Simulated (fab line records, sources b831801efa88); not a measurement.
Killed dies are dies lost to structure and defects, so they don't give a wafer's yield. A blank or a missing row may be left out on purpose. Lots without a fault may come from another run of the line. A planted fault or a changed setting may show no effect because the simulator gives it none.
fab line records | flow gf180mcu
record lots=5 wafers=15 last_day=34
route steps=602 shown V5@552 TOP_METAL@567
lots that met no fault: from a run of the same line without faults
start_h: hours from the record's first day to the start of the lot's first wafer shown | wait_h: hours since the lot's step before | " the same as in the row above | L1.1+2: a row that stands for several wafers | - no value, or no start given | * or withheld: withheld | < > ~ a bound
route shown NAME@n: a module of which the file shows steps, and the number in the route of the first | usual: mean/standard deviation of fault-free wafers | same: alike in all rows | chamber/n: place in a boat | sites: the reading at each site | _std_site: their standard deviation | _edge_site: outer sites' mean less inner sites' | radius_mm: how far each site lies from the wafer's centre | mask NAME#n: copy n | behind: the tool/chamber that last shaped the wafer | hold: why the lot was held/for how many hours/how that ended | device: the transistor (n, p or np) that didn't switch | end of line: the same wafers' tests at the end of the route | a step without rows: its recipe alone | killed: dies lost to structure and defects at the first sort, not the wafer's yield | map: a wafer's dies, x killed, . not, _ none there
set.NAME: the setting as run; set.NAME@STEP: as run at that earlier step | model.NAME: the simulator's own value behind a step, which no gauge read
lots at some steps of the route; a table a step, a row a wafer
services: from which hour (start_h, from the record's first day; less than 0 if before it) a tool's chamber was out of use, for how many hours, and why
## steps
# step GF_V5_PEB_12
# recipe peb_temp_c=135 peb_time_s=90 resist=KrF
# columns lot.wafer tool chamber start_h wait_h
L082.2+4+6 litho_track-02 0 - -
L087.2+3+5 litho_track-04 0 - -
L090.2+3+4 litho_track-04 0 - -
L095.1+5+6 litho_track-03 0 - -
L096.1+2+4 litho_track-04 0 - -
# step GF_V5_DEVELOP_13
# recipe develop_time_s=60 resist=KrF dev_temp_c=21
# usual developer_temp_C=20.99/0.11
# columns lot.wafer tool chamber start_h wait_h developer_temp_C
L082.2 litho_track-02 0 696.02 0.2 20.95
L082.4 " 0 " " 20.94
L082.6 " 0 " " 21.06
L087.2 litho_track-04 0 741.16 0.2 21.15
L087.3 " 0 " " 20.99
L087.5 " 0 " " 21.15
L090.2 litho_track-04 0 750.66 0.2 21.23
L090.3 " 0 " " 21.06
L090.4 " 0 " " 20.98
L095.1 litho_track-03 0 773.28 0.2 21.04
L095.5 " 0 " " 20.96
L095.6 " 0 " " 20.96
L096.1 litho_track-04 0 782.04 0.2 20.81
L096.2 " 0 " " 20.81
L096.4 " 0 " " 21.17
# step GF_V5_CD_MEAS_14
# recipe target_cd_nm=260
# usual cd_nm=260.4/1.1
# columns lot.wafer tool chamber start_h wait_h cd_nm
L082.2 cd_sem-02 - 696.23 0.2 260.2
L082.4 " - " " 260.6
L082.6 " - " " 262.0
L087.2 cd_sem-01 - 741.31 0.1 258.5
L087.3 " - " " 259.7
L087.5 " - " " 260.3
L090.2 cd_sem-01 - 750.81 0.1 261.8
L090.3 " - " " 261.3
L090.4 " - " " 261.4
L095.1 cd_sem-01 - 773.43 0.1 261.6
L095.5 " - " " 261.4
L095.6 " - " " 259.9
L096.1 cd_sem-02 - 782.19 0.1 259.0
L096.2 " - " " 258.9
L096.4 " - " " 257.7
# step GF_V5_OVL_MEAS_15
# usual V5_OVL=2/5.1
# columns lot.wafer tool chamber start_h wait_h V5_OVL[nm]
L082.2 overlay-02 - 696.33 0.1 7
L082.4 " - " " 10
L082.6 " - " " 5
L087.2 overlay-02 - 741.41 0.1 4
L087.3 " - " " -1
L087.5 " - " " -1
L090.2 overlay-02 - 750.91 0.1 -2
L090.3 " - " " -2
L090.4 " - " " 7
L095.1 overlay-01 - 773.55 0.1 10
L095.5 " - " " 7
L095.6 " - " " 5
L096.1 overlay-02 - 782.31 0.1 6
L096.2 " - " " 2
L096.4 " - " " -1
# step GF_V5_ETCH_16
# recipe chemistry=N2/H2 target_depth_a=withheld overetch_a=withheld time_s=withheld target=BARC ion_energy_ev=204.9 source_w=500 bias_w=100 pressure_mtorr=30 n2_flow_sccm=100 h2_flow_sccm=200
# usual drypump_motor_current_A=5.6/0.4 n2_flow_sccm=100.0/0.31 oes_product_au=0.854/0.0049 throttle_valve_pct=13.225/0.0088
# columns lot.wafer tool chamber start_h wait_h drypump_motor_current_A n2_flow_sccm oes_product_au throttle_valve_pct
L082.2 rie_diel-02 0 696.36 0.0 6.0 100.0 0.857 13.210
L082.4 " 1 " " 5.7 100.3 0.855 13.213
L082.6 " 0 " " 6.0 99.6 0.847 13.218
L087.2 rie_diel-02 1 741.44 0.0 5.7 100.1 0.850 13.219
L087.3 " 3 " " 4.7 99.6 0.855 13.220
L087.5 " 1 " " 5.6 100.5 0.846 13.221
L090.2 rie_diel-02 2 750.94 0.0 5.5 99.5 0.852 13.228
L090.3 " 1 " " 5.7 100.1 0.862 13.211
L090.4 " 0 " " 6.0 100.3 0.855 13.216
L095.1 rie_diel-02 2 773.58 0.0 5.5 100.0 0.848 13.214
L095.5 " 0 " " 6.0 100.2 0.848 13.229
L095.6 " 3 " " 4.7 99.2 0.853 13.236
L096.1 rie_diel-02 0 782.34 0.0 6.0 100.3 0.853 13.233
L096.2 " 2 " " 5.5 99.9 0.854 13.213
L096.4 " 1 " " 5.7 100.1 0.859 13.222
# step GF_V5_ETCH_17
# recipe chemistry=C4F8/O2/Ar mask_material=KrF target=SiO2 stop_on=TiN source_w=1500 bias_w=1200 pressure_mtorr=40 c4f8_flow_sccm=withheld O2_flow_sccm=6 Ar_flow_sccm=300 time_s=withheld target_depth_a=8550
# usual oes_product_au=0.859/0.0043
# columns lot.wafer tool chamber start_h wait_h oes_product_au
L082.2 rie_diel-02 0 - - 0.864
L082.4 " 1 " " 0.857
L082.6 " 0 " " 0.857
L087.2 rie_diel-02 1 - - 0.864
L087.3 " 3 " " 0.857
L087.5 " 1 " " 0.858
L090.2 rie_diel-02 2 - - 0.861
L090.3 " 1 " " 0.851
L090.4 " 0 " " 0.864
L095.1 rie_diel-02 2 - - 0.861
L095.5 " 0 " " 0.860
L095.6 " 3 " " 0.861
L096.1 rie_diel-02 0 - - 0.852
L096.2 " 2 " " 0.858
L096.4 " 1 " " 0.861
# step GF_V5_STRIP_18
# recipe chemistry=O2/N2 power_w=1400 pressure_mtorr=1500 platen_temp_c=250 o2_flow_sccm=3000 n2_flow_sccm=300 overash_fraction=0.5
# usual drypump_motor_current_A=5.6/0.38 heater_power_w=340/44 n2_flow_sccm=300.0/0.84 oes_product_au=0.568/0.0052
# columns lot.wafer tool chamber start_h wait_h drypump_motor_current_A heater_power_w n2_flow_sccm oes_product_au rf_hours_counter_h
L082.2 plasma_asher-02 1 696.52 - 5.6 255 300.4 0.576 23
L082.4 " 0 " " 5.6 334 300.7 0.575 -
L082.6 " 0 " " 5.6 336 298.9 0.575 -
L087.2 plasma_asher-01 1 741.60 - 5.1 402 299.5 0.574 64
L087.3 " 0 " " 5.6 331 299.9 0.566 -
L087.5 " 1 " " 5.1 421 299.6 0.569 -
L090.2 plasma_asher-01 1 751.10 - 5.1 425 299.4 0.579 65
L090.3 " 0 " " 5.6 321 299.7 0.577 -
L090.4 " 1 " " 5.1 420 300.9 0.572 -
L095.1 plasma_asher-01 1 773.73 - 5.1 415 300.0 0.559 67
L095.5 " 0 " " 5.6 327 300.0 0.566 -
L095.6 " 1 " " 5.1 415 298.8 0.570 -
L096.1 plasma_asher-03 1 782.50 - 6.3 354 299.6 0.577 105
L096.2 " 0 " " 5.5 353 300.2 0.567 105
L096.4 " 0 " " 5.5 363 300.4 0.567 -
# step GF_V5_STRIP_19
# recipe chemistry=post_etch_residue_remover time_s=1200 temp_c=72.5
# usual bath_guard_temp_C=72.7/0.43
# columns lot.wafer tool chamber start_h wait_h bath_guard_temp_C
L082.2 wet_bench-03 3 696.62 0.1 72.8
L082.4 " 3 " " 72.8
L082.6 " 3 " " 72.9
L087.2 wet_bench-03 1 741.70 0.1 73.0
L087.3 " 1 " " 73.2
L087.5 " 1 " " 72.7
L090.2 wet_bench-01 2 751.20 0.1 72.4
L090.3 " 2 " " 72.3
L090.4 " 2 " " 72.1
L095.1 wet_bench-03 0 773.83 0.1 73.5
L095.5 " 0 " " 73.4
L095.6 " 0 " " 73.5
L096.1 wet_bench-02 3 782.60 0.1 72.5
L096.2 " 3 " " 72.5
L096.4 " 3 " " 72.6
# step GF_V5_CLEAN_20
# recipe chemistry=DIW dry=n2_spin
# columns lot.wafer tool chamber start_h wait_h
L082.2+4+6 wet_bench-01 3 696.99 0.0
L087.2+3+5 wet_bench-01 1 742.07 0.0
L090.2+3+4 wet_bench-02 3 751.57 0.0
L095.1+5+6 wet_bench-02 0 774.18 0.0
L096.1+2+4 wet_bench-03 2 782.97 0.0
# step GF_V5_SPUTTER_21
# recipe material=Ti target_thk_nm=15 chamber_pressure_pa=5 power_w=2500 substrate_temp_c=200 time_s=80.02
# usual cathode_dc_power_W=2500.1/0.45 throttle_valve_pct=30.2/0.95
# columns lot.wafer tool chamber start_h wait_h cathode_dc_power_W throttle_valve_pct
L082.2 pvd_sputter-01 - 697.08 0.0 2500.1 29.2
L082.4 " - " " 2499.3 30.4
L082.6 " - " " 2500.7 28.7
L087.2 pvd_sputter-04 - 742.16 0.0 2500.0 30.4
L087.3 " - " " 2499.8 31.7
L087.5 " - " " 2499.8 29.6
L090.2 pvd_sputter-01 - 751.66 0.0 2499.9 30.7
L090.3 " - " " 2500.5 30.5
L090.4 " - " " 2499.8 29.0
L095.1 pvd_sputter-01 - 774.28 0.0 2499.8 30.3
L095.5 " - " " 2499.7 28.9
L095.6 " - " " 2500.0 31.0
L096.1 pvd_sputter-04 - 783.06 0.0 2500.4 28.5
L096.2 " - " " 2499.9 31.8
L096.4 " - " " 2500.5 30.4
# step GF_V5_SPUTTER_22
# recipe material=TiN target_thk_nm=10 chamber_pressure_pa=5 power_w=4000 time_s=40
# usual cathode_dc_power_W=4000.0/0.71 throttle_valve_pct=30.2/0.94
# columns lot.wafer tool chamber start_h wait_h cathode_dc_power_W throttle_valve_pct
L082.2 pvd_sputter-01 - 697.14 0.0 4000.8 29.1
L082.4 " - " " 4000.1 30.6
L082.6 " - " " 4000.1 28.8
L087.2 pvd_sputter-04 - 742.22 0.0 4000.4 30.2
L087.3 " - " " 4000.1 31.2
L087.5 " - " " 4000.4 29.9
L090.2 pvd_sputter-01 - 751.72 0.0 4001.1 30.7
L090.3 " - " " 3999.6 30.1
L090.4 " - " " 3998.8 29.1
L095.1 pvd_sputter-01 - 774.34 0.0 4000.7 30.6
L095.5 " - " " 4000.0 29.0
L095.6 " - " " 3999.9 30.6
L096.1 pvd_sputter-04 - 783.12 0.0 4000.7 28.5
L096.2 " - " " 3999.3 31.8
L096.4 " - " " 3999.3 30.3
# step GF_V5_CVD_23
# recipe material=W target_thk_nm=350 time_s=104.9 temp_c=400 pressure_torr=40
# usual heater_power_w=900/110
# columns lot.wafer tool chamber start_h wait_h heater_power_w since_wet_clean_h
L082.2 cvd_w-02 1 697.18 0.0 1014 293
L082.4 " 1 " " 1008 -
L082.6 " 0 " " 781 -
L087.2 cvd_w-02 0 742.26 0.0 800 338
L087.3 " 0 " " 795 -
L087.5 " 1 " " 1029 -
L090.2 cvd_w-02 1 751.76 0.0 1002 348
L090.3 " 1 " " 1003 -
L090.4 " 0 " " 757 -
L095.1 cvd_w-02 0 774.38 0.0 789 370
L095.5 " 0 " " 795 -
L095.6 " 1 " " 990 -
L096.1 cvd_w-02 0 783.16 0.0 775 379
L096.2 " 1 " " 1024 379
L096.4 " 1 " " 1044 -
# step GF_V5_RS_MEAS_24
# recipe thk_meas_gauge=four-point-probe reads=W_of_V5_CVD_23+TiN_of_V5_SPUTTER_22+Ti_of_V5_SPUTTER_21
# usual V5_W_RS=0.327/0.0061
# columns lot.wafer tool chamber start_h wait_h V5_W_RS[ohm/sq]
L082.2 film_metro-01 - 697.31 0.1 0.326
L082.4 " - " " 0.326
L082.6 " - " " 0.331
L087.2 film_metro-02 - 742.39 0.1 0.333
L087.3 " - " " 0.332
L087.5 " - " " 0.325
L090.2 film_metro-02 - 751.89 0.1 0.327
L090.3 " - " " 0.328
L090.4 " - " " 0.336
L095.1 film_metro-04 - 774.49 0.1 0.331
L095.5 " - " " 0.332
L095.6 " - " " 0.324
L096.1 film_metro-04 - 783.27 0.1 0.331
L096.2 " - " " 0.320
L096.4 " - " " 0.324
# step GF_V5_THK_MEAS_25
# recipe thk_meas_gauge=xrf reads=W_of_V5_CVD_23
# usual V5_W_THK=349/7
# columns lot.wafer tool chamber start_h wait_h V5_W_THK[nm]
L082.2 film_metro-01 - 697.42 0.1 353
L082.4 " - " " 351
L082.6 " - " " 346
L087.2 film_metro-02 - 742.50 0.1 339
L087.3 " - " " 340
L087.5 " - " " 347
L090.2 film_metro-02 - 752.00 0.1 349
L090.3 " - " " 348
L090.4 " - " " 341
L095.1 film_metro-04 - 774.61 0.1 347
L095.5 " - " " 342
L095.6 " - " " 353
L096.1 film_metro-04 - 783.39 0.1 346
L096.2 " - " " 356
L096.4 " - " " 354
# step GF_V5_CMP_26
# recipe stop_on=SiO2 down_force_psi=3.5 platen_rpm=60 t_overpolish_s=14.49 target_thk_nm=0 pad_velocity_m_s=0.94248
# usual motor_current_A=11.2/0.98 overpolish_run_s=14.490/0.0097 platen_rpm=60.00/0.04 time_to_endpoint_s=83/4.6
# columns lot.wafer tool chamber start_h wait_h motor_current_A overpolish_run_s platen_rpm time_to_endpoint_s
L082.4 cmp-02 3 697.47 0.0 10.4 14.502 59.93 79
L082.2 " 1 " " 13.4 14.503 60.04 77
L082.6 " 0 " " 11.5 14.484 60.08 87
L087.3 cmp-02 0 742.60 0.1 11.2 14.493 59.97 87
L087.2 " 2 " " 11.0 14.489 60.06 87
L087.5 " 0 " " 10.9 14.505 59.96 87
L090.4 cmp-01 1 753.04 1.0 12.1 14.489 59.99 78
L090.2 " 3 " " 10.8 14.482 60.03 81
L090.3 " 0 " " 10.6 14.490 59.94 88
L095.1 cmp-01 0 774.77 0.1 10.6 14.490 59.97 86
L095.6 " 2 " " 10.8 14.494 59.95 84
L095.5 " 3 " " 11.2 14.489 59.95 78
L096.4 cmp-02 1 783.45 0.0 13.6 14.489 59.97 73
L096.2 " 2 " " 10.9 14.496 59.95 84
L096.1 " 3 " " 10.1 14.488 59.94 79
# step GF_TOP_METAL_SPUTTER_00
# recipe material=Ti target_thk_nm=37.5 arriving_ion_energy_ev=80 substrate_temp_c=200 chamber_pressure_pa=2 power_w=4000 time_s=150
# usual cathode_dc_power_W=4000.1/0.7 throttle_valve_pct=30.6/0.95
# columns lot.wafer tool chamber start_h wait_h cathode_dc_power_W throttle_valve_pct
L082.2 pvd_sputter-02 - 697.77 0.1 4000.7 30.6
L082.4 " - " " 3998.8 31.3
L082.6 " - " " 4001.9 30.8
L087.2 pvd_sputter-01 - 742.85 0.1 3999.5 28.8
L087.3 " - " " 4000.0 29.2
L087.5 " - " " 4000.0 28.9
L090.2 pvd_sputter-01 - 753.34 0.1 3999.4 28.9
L090.3 " - " " 4000.6 29.0
L090.4 " - " " 4000.2 30.4
L095.1 pvd_sputter-03 - 774.97 0.1 3999.7 32.2
L095.5 " - " " 3998.7 30.5
L095.6 " - " " 3999.7 32.1
L096.1 pvd_sputter-01 - 783.75 0.1 4000.1 30.4
L096.2 " - " " 4000.8 30.7
L096.4 " - " " 4000.6 29.0
# step GF_TOP_METAL_SPUTTER_01
# recipe material=TiN target_thk_nm=30 power_w=6500 time_s=25 chamber_pressure_pa=0.4
# usual cathode_dc_power_W=6500.0/1.1 throttle_valve_pct=30.6/0.95
# columns lot.wafer tool chamber start_h wait_h cathode_dc_power_W throttle_valve_pct
L082.2 pvd_sputter-02 - 697.88 0.1 6499.4 30.8
L082.4 " - " " 6499.3 31.1
L082.6 " - " " 6499.5 30.5
L087.2 pvd_sputter-01 - 742.95 0.1 6500.4 29.0
L087.3 " - " " 6500.2 29.2
L087.5 " - " " 6500.9 29.1
L090.2 pvd_sputter-01 - 753.44 0.1 6499.0 29.0
L090.3 " - " " 6500.7 28.8
L090.4 " - " " 6501.5 30.4
L095.1 pvd_sputter-03 - 775.07 0.1 6498.8 32.2
L095.5 " - " " 6502.9 30.7
L095.6 " - " " 6501.1 32.4
L096.1 pvd_sputter-01 - 783.85 0.1 6499.5 30.4
L096.2 " - " " 6501.0 31.0
L096.4 " - " " 6498.9 29.0
# step GF_TOP_METAL_SPUTTER_02
# recipe material=AlCu target_thk_nm=900 power_w=10600 chamber_pressure_pa=0.3 substrate_temp_c=250 gas=Ar time_s=47.82
# usual cathode_dc_power_W=10600/1.9 throttle_valve_pct=30.6/0.95
# columns lot.wafer tool chamber start_h wait_h cathode_dc_power_W throttle_valve_pct
L082.2 pvd_sputter-02 - 697.92 0.0 10600 30.5
L082.4 " - " " 10599 31.0
L082.6 " - " " 10604 30.8
L087.2 pvd_sputter-01 - 742.98 0.0 10600 29.0
L087.3 " - " " 10597 29.2
L087.5 " - " " 10600 28.9
L090.2 pvd_sputter-01 - 753.47 0.0 10598 29.0
L090.3 " - " " 10601 29.0
L090.4 " - " " 10599 30.3
L095.1 pvd_sputter-03 - 775.10 0.0 10600 32.1
L095.5 " - " " 10597 30.3
L095.6 " - " " 10599 32.3
L096.1 pvd_sputter-01 - 783.88 0.0 10602 30.4
L096.2 " - " " 10599 30.7
L096.4 " - " " 10600 29.2
# step GF_TOP_METAL_SPUTTER_03
# recipe material=Ti target_thk_nm=5 substrate_temp_c=300 chamber_pressure_pa=0.3 power_w=3000 time_s=3.3
# usual cathode_dc_power_W=3000.0/0.56 throttle_valve_pct=30.6/0.96
# columns lot.wafer tool chamber start_h wait_h cathode_dc_power_W throttle_valve_pct
L082.2 pvd_sputter-02 - 697.96 0.0 2999.7 31.0
L082.4 " - " " 3000.8 31.1
L082.6 " - " " 2999.1 30.4
L087.2 pvd_sputter-01 - 743.03 0.0 3000.5 28.9
L087.3 " - " " 2998.8 28.9
L087.5 " - " " 2999.4 28.7
L090.2 pvd_sputter-01 - 753.52 0.0 3000.0 28.8
L090.3 " - " " 2999.8 29.1
L090.4 " - " " 2999.8 30.3
L095.1 pvd_sputter-03 - 775.14 0.0 2999.1 32.3
L095.5 " - " " 2999.3 30.5
L095.6 " - " " 3000.4 32.2
L096.1 pvd_sputter-01 - 783.93 0.0 2999.9 30.6
L096.2 " - " " 2999.6 30.8
L096.4 " - " " 3000.0 29.2
# step GF_TOP_METAL_SPUTTER_04
# recipe material=TiN target_thk_nm=25 power_w=6500 time_s=20.8 chamber_pressure_pa=0.4
# usual cathode_dc_power_W=6499.9/1.3 throttle_valve_pct=30.6/0.96
# columns lot.wafer tool chamber start_h wait_h cathode_dc_power_W throttle_valve_pct
L082.2 pvd_sputter-02 - 697.98 0.0 6501.0 30.6
L082.4 " - " " 6499.5 31.1
L082.6 " - " " 6499.8 30.7
L087.2 pvd_sputter-01 - 743.05 0.0 6498.6 29.1
L087.3 " - " " 6498.3 29.1
L087.5 " - " " 6502.3 29.1
L090.2 pvd_sputter-01 - 753.53 0.0 6496.7 28.9
L090.3 " - " " 6500.6 29.0
L090.4 " - " " 6499.8 30.6
L095.1 pvd_sputter-03 - 775.16 0.0 6498.9 32.2
L095.5 " - " " 6498.6 30.5
L095.6 " - " " 6499.2 32.4
L096.1 pvd_sputter-01 - 783.94 0.0 6497.8 30.3
L096.2 " - " " 6497.9 31.0
L096.4 " - " " 6501.1 29.1
# step GF_TOP_METAL_RS_MEAS_05
# recipe thk_meas_gauge=four-point-probe reads=TiN_of_TOP_METAL_SPUTTER_04+Ti_of_TOP_METAL_SPUTTER_03+AlCu_of_TOP_METAL_SPUTTER_02+TiN_of_TOP_METAL_SPUTTER_01+Ti_of_TOP_METAL_SPUTTER_00
# usual TOP_METAL_ALCU_RS=0.0327/0.00048
# columns lot.wafer tool chamber start_h wait_h TOP_METAL_ALCU_RS[ohm/sq]
L082.2 film_metro-02 - 698.03 0.0 0.0321
L082.4 " - " " 0.0324
L082.6 " - " " 0.0322
L087.2 film_metro-03 - 743.09 0.0 0.0327
L087.3 " - " " 0.0325
L087.5 " - " " 0.0327
L090.2 film_metro-03 - 753.58 0.0 0.0322
L090.3 " - " " 0.0323
L090.4 " - " " 0.0330
L095.1 film_metro-02 - 775.19 0.0 0.0327
L095.5 " - " " 0.0328
L095.6 " - " " 0.0329
L096.1 film_metro-03 - 783.97 0.0 0.0335
L096.2 " - " " 0.0332
L096.4 " - " " 0.0324
## services
# columns tool chamber start_h hours kind
cmp-02 - 673.44 11.1 pm
wet_bench-01 - 689.82 4.2 repair
pvd_sputter-03 - 700.07 2.1 repair
cmp-02 - 709.09 5.2 pm
cmp-02 - 718.62 0.3 repair
plasma_asher-03 - 721.43 4.5 repair
cmp-01 - 723.25 0.7 repair
cmp-01 - 735.47 1.2 repair
rie_diel-02 0 738.00 6.0 repair
cmp-01 - 741.00 0.9 repair
cmp-01 - 742.66 7.7 pm
cmp-02 - 747.68 1.9 repair
cmp-02 - 749.54 4.0 pm
cmp-02 - 753.54 - consumable_replace:conditioner
cmp-02 - 758.80 0.9 repair
plasma_asher-01 - 761.71 3.1 repair
rie_diel-02 0 763.89 7.3 repair
pvd_sputter-01 3 763.99 - consumable_replace:kit
pvd_sputter-01 3 763.99 18.0 scheduled_down
pvd_sputter-01 3 763.99 18.0 vent_cycle
pvd_sputter-03 0 765.69 - consumable_replace:kit
pvd_sputter-03 0 765.69 18.0 scheduled_down
pvd_sputter-03 0 765.69 18.0 vent_cycle
pvd_sputter-02 - 779.45 0.9 repair
## key
fault none
